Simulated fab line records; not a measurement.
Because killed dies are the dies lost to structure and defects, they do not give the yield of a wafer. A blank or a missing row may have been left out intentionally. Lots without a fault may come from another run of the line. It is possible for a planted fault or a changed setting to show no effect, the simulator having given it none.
Which tool is to blame?    flow sky130    16 lots with 48 wafers sampled at 2 steps, on a route of 708 steps

WHAT EACH GAUGE READ, for each wafer
SKY_VT_ADJUST_LVTN_OVL_MEAS_07. Usual: for VT_ADJUST_LVTN_OVL the level is 0.3 nm and the standard deviation is 1.4.
lot   measured      on          VT_ADJUST_LVTN_OVL (nm)  flag
L142  day 7 02:10   overlay-01  0.2 1.0 1.0              
L143  day 7 15:24   overlay-01  1.9 -0.9 -0.1            
L145  day 8 00:43   overlay-02  -0.2 1.4 1.4             
L144  day 8 00:56   overlay-02  1.2 1.1 0.0              
L147  day 8 12:07   overlay-01  -1.5 0.6 0.0             
L148  day 8 15:29   overlay-02  327.5 325.7 322.9        OFF
L150  day 9 03:49   overlay-02  322.4 322.6 324.1        OFF
L154  day 10 04:54  overlay-01  322.7 323.1 323.1        OFF
L155  day 10 08:41  overlay-01  325.4 322.6 324.1        OFF
L157  day 11 03:37  overlay-01  0.9 1.0 0.0              
L158  day 11 04:36  overlay-01  -0.1 3.7 0.9             
L159  day 11 09:50  overlay-01  -0.3 1.0 -1.9            
L160  day 11 17:50  overlay-02  -0.7 1.1 1.4             
L161  day 12 00:42  overlay-01  -0.3 -0.9 0.1            
L164  day 13 00:30  overlay-02  -0.4 -0.8 -0.9           
L165  day 13 06:58  overlay-02  -1.2 -1.7 0.1            

WHAT TOOL EACH LOT RAN ON (gives the tool, then ch and the chambers of the sampled wafers, and finally the start)
lot   SKY_VT_ADJUST_LVTN_EXPOSE_04
L142  iline_stepper-02 ch 0, day 6 16:16
L143  iline_stepper-02 ch 0, day 7 06:14
L145  iline_stepper-01 ch 0, day 7 14:14
L144  iline_stepper-02 ch 0, day 7 14:28
L147  iline_stepper-01 ch 0, day 8 02:07
L148  iline_stepper-02 ch 0, day 8 05:23
L150  iline_stepper-02 ch 0, day 8 17:11
L154  iline_stepper-02 ch 0, day 9 18:20
L155  iline_stepper-02 ch 0, day 9 21:59
L157  iline_stepper-01 ch 0, day 10 16:25
L158  iline_stepper-01 ch 0, day 10 18:05
L159  iline_stepper-01 ch 0, day 10 23:02
L160  iline_stepper-01 ch 0, day 11 06:05
L161  iline_stepper-01 ch 0, day 11 12:29
L164  iline_stepper-01 ch 0, day 12 12:05
L165  iline_stepper-01 ch 0, day 12 19:12
- SKY_VT_ADJUST_LVTN_EXPOSE_04: exposes mask NWM COMPLEMENT LESS NATIVE, target cd 840 nm.

AS READ BY THE TOOLS THEMSELVES (means over the sampled wafers that have a number; for cases with no such wafer, the mark the record gives instead)
The record holds no such reading with a usual standard deviation.

THE ANSWER, worked out from the rows above alone
Rule: a lot is off if the mean of its wafers that have a number lies more than 3 standard deviations from the usual mean. Also off: a lot with no number at a reading for which 4 or more lots have one. The other lots that the step has rows for count as sound. The gauges are gone through in route order, then the tools' own readings, and for those a lot's mean is taken as printed above. The first step at which some lot is off is used, and at that step the reading that is off furthest; a lot without a number counts as furthest.
Off: L148, L150, L154, L155, at SKY_VT_ADJUST_LVTN_OVL_MEAS_07 (VT_ADJUST_LVTN_OVL).
A tool fits if, at a process step before that reading, it ran every lot that is off, and no sound lot after the first of them. Those tools and the gauges at SKY_VT_ADJUST_LVTN_OVL_MEAS_07 are tried in the same way. One fits: SKY_VT_ADJUST_LVTN_EXPOSE_04 on iline_stepper-02. Its last sound lot is L144 (day 7 14:28), its first lot that is off L148 (day 8 05:23): a fault that began between those two fits.

WHAT HAD BEEN PUT IN BY THE SIMULATOR
Scanner matching overlay: iline_stepper-02, from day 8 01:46 on, at SKY_VT_ADJUST_LVTN_EXPOSE_04. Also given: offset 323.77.
Struck lots among those shown: L148, L150, L154, L155. The rule above reached the same finding.
